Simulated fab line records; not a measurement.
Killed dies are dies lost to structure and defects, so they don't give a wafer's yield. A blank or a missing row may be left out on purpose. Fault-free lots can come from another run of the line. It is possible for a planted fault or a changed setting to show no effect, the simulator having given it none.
Chamber matching :: flow gf180mcu :: cmp-02 running GF_V2_CMP_26: 4 sister chambers
The step polishes, stops on SiO2, t overpolish 15 s, target thk 0 nm. 22 wafers are shown with their chamber, then 11 later ones without.

## EACH WAFER AND ITS CHAMBER
wafer: L075.1
chamber: 1
timeToEndpointS (s): 90
motorCurrentA (A): 11.3
headPressurePsi (psi): 3.499

wafer: L075.2
chamber: 2
timeToEndpointS (s): 92
motorCurrentA (A): 10.9
headPressurePsi (psi): 3.504

wafer: L075.4
chamber: 3
timeToEndpointS (s): 90
motorCurrentA (A): 10.1
headPressurePsi (psi): 3.502

wafer: L083.1
chamber: 3
timeToEndpointS (s): 82
motorCurrentA (A): 10.7
headPressurePsi (psi): 3.502

wafer: L083.2
chamber: 1
timeToEndpointS (s): 85
motorCurrentA (A): 11.1
headPressurePsi (psi): 3.486

wafer: L083.4
chamber: 0
timeToEndpointS (s): 74
motorCurrentA (A): 11.3
headPressurePsi (psi): 3.502

wafer: L084.1
chamber: 2
timeToEndpointS (s): 86
motorCurrentA (A): 10.1
headPressurePsi (psi): 3.505

wafer: L084.3
chamber: 1
timeToEndpointS (s): 86
motorCurrentA (A): 11.1
headPressurePsi (psi): 3.505

wafer: L084.5
chamber: 0
timeToEndpointS (s): 73
motorCurrentA (A): 10.5
headPressurePsi (psi): 3.500

wafer: L086.1
chamber: 0
timeToEndpointS (s): 80
motorCurrentA (A): 10.5
headPressurePsi (psi): 3.494

wafer: L086.3
chamber: 1
timeToEndpointS (s): 95
motorCurrentA (A): 11.0
headPressurePsi (psi): 3.507

wafer: L086.6
chamber: 3
timeToEndpointS (s): 93
motorCurrentA (A): 10.6
headPressurePsi (psi): 3.507

wafer: L087.1
chamber: 0
timeToEndpointS (s): 77
motorCurrentA (A): 10.8
headPressurePsi (psi): 3.502

wafer: L087.2
chamber: 1
timeToEndpointS (s): 92
motorCurrentA (A): 11.1
headPressurePsi (psi): 3.511

wafer: L087.5
chamber: 3
timeToEndpointS (s): 91
motorCurrentA (A): 11.0
headPressurePsi (psi): 3.496

wafer: L089.3
chamber: 0
timeToEndpointS (s): 80
motorCurrentA (A): 10.9
headPressurePsi (psi): 3.501

wafer: L089.4
chamber: 1
timeToEndpointS (s): 87
motorCurrentA (A): 11.0
headPressurePsi (psi): 3.497

wafer: L089.5
chamber: 1
timeToEndpointS (s): 91
motorCurrentA (A): 11.2
headPressurePsi (psi): 3.501

wafer: L091.1
chamber: 0
timeToEndpointS (s): 83
motorCurrentA (A): 11.0
headPressurePsi (psi): 3.490

wafer: L091.3
chamber: 2
timeToEndpointS (s): 95
motorCurrentA (A): 10.6
headPressurePsi (psi): 3.505

wafer: L091.5
chamber: 3
timeToEndpointS (s): 92
motorCurrentA (A): 10.5
headPressurePsi (psi): 3.506

wafer: L093.3
chamber: 0
timeToEndpointS (s): 78
motorCurrentA (A): 11.3
headPressurePsi (psi): 3.504

SIGNATURES, as means of the wafers listed above
reading: timeToEndpointS
chamber 0: 77.86
chamber 1: 89.43
chamber 2: 91.00
chamber 3: 89.60
scatter within a chamber: 3.89

reading: motorCurrentA
chamber 0: 10.900
chamber 1: 11.114
chamber 2: 10.533
chamber 3: 10.580
scatter within a chamber: 0.287

reading: headPressurePsi
chamber 0: 3.49900
chamber 1: 3.50086
chamber 2: 3.50467
chamber 3: 3.50260
scatter within a chamber: 0.0059
Rule: a wafer's distance from a chamber is the root of the sum, over the readings, of the square of ((its reading less the chamber's mean) divided by the reading's scatter). If the next closest chamber is less than 2 further off than the closest, the wafer can't be placed; otherwise it belongs to the closest. The scatter: the root of (the sum of the squares of (reading less its chamber's mean) over the shown wafers, divided by (wafers less chambers)).

## WAFERS WITHOUT THEIR CHAMBER
wafer: L093.4
timeToEndpointS (s): 92
motorCurrentA (A): 11.1
headPressurePsi (psi): 3.487

wafer: L093.5
timeToEndpointS (s): 95
motorCurrentA (A): 10.6
headPressurePsi (psi): 3.493

wafer: L094.4
timeToEndpointS (s): 82
motorCurrentA (A): 11.1
headPressurePsi (psi): 3.500

wafer: L094.5
timeToEndpointS (s): 81
motorCurrentA (A): 11.0
headPressurePsi (psi): 3.501

wafer: L094.6
timeToEndpointS (s): 88
motorCurrentA (A): 10.5
headPressurePsi (psi): 3.501

wafer: L095.2
timeToEndpointS (s): 94
motorCurrentA (A): 10.8
headPressurePsi (psi): 3.509

wafer: L095.3
timeToEndpointS (s): 79
motorCurrentA (A): 10.8
headPressurePsi (psi): 3.496

wafer: L095.5
timeToEndpointS (s): 92
motorCurrentA (A): 10.5
headPressurePsi (psi): 3.507

wafer: L097.2
timeToEndpointS (s): 89
motorCurrentA (A): 11.2
headPressurePsi (psi): 3.502

wafer: L097.3
timeToEndpointS (s): 88
motorCurrentA (A): 10.3
headPressurePsi (psi): 3.483

wafer: L097.5
timeToEndpointS (s): 91
motorCurrentA (A): 11.0
headPressurePsi (psi): 3.492

## WHICH CHAMBER EACH ONE RAN IN
wafer: L093.4
from the rows above: can't be placed: 1 or 3 or 2 or 0
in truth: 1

wafer: L093.5
from the rows above: can't be placed: 3 or 2 or 1
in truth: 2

wafer: L094.4
from the rows above: can't be placed: 0 or 1 or 3 or 2
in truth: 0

wafer: L094.5
from the rows above: can't be placed: 0 or 1 or 3
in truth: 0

wafer: L094.6
from the rows above: can't be placed: 3 or 2 or 1
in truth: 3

wafer: L095.2
from the rows above: can't be placed: 2 or 3 or 1
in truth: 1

wafer: L095.3
from the rows above: 0
in truth: 0

wafer: L095.5
from the rows above: can't be placed: 2 or 3 or 1
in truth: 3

wafer: L097.2
from the rows above: can't be placed: 1 or 3
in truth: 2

wafer: L097.3
from the rows above: can't be placed: 3 or 2 or 1 or 0
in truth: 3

wafer: L097.5
from the rows above: can't be placed: 1 or 3 or 2 or 0
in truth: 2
1 of 11 placed correctly. Can't be placed from these rows: 10 (the true chamber is among the candidates in 9). Number placed wrongly: 0.
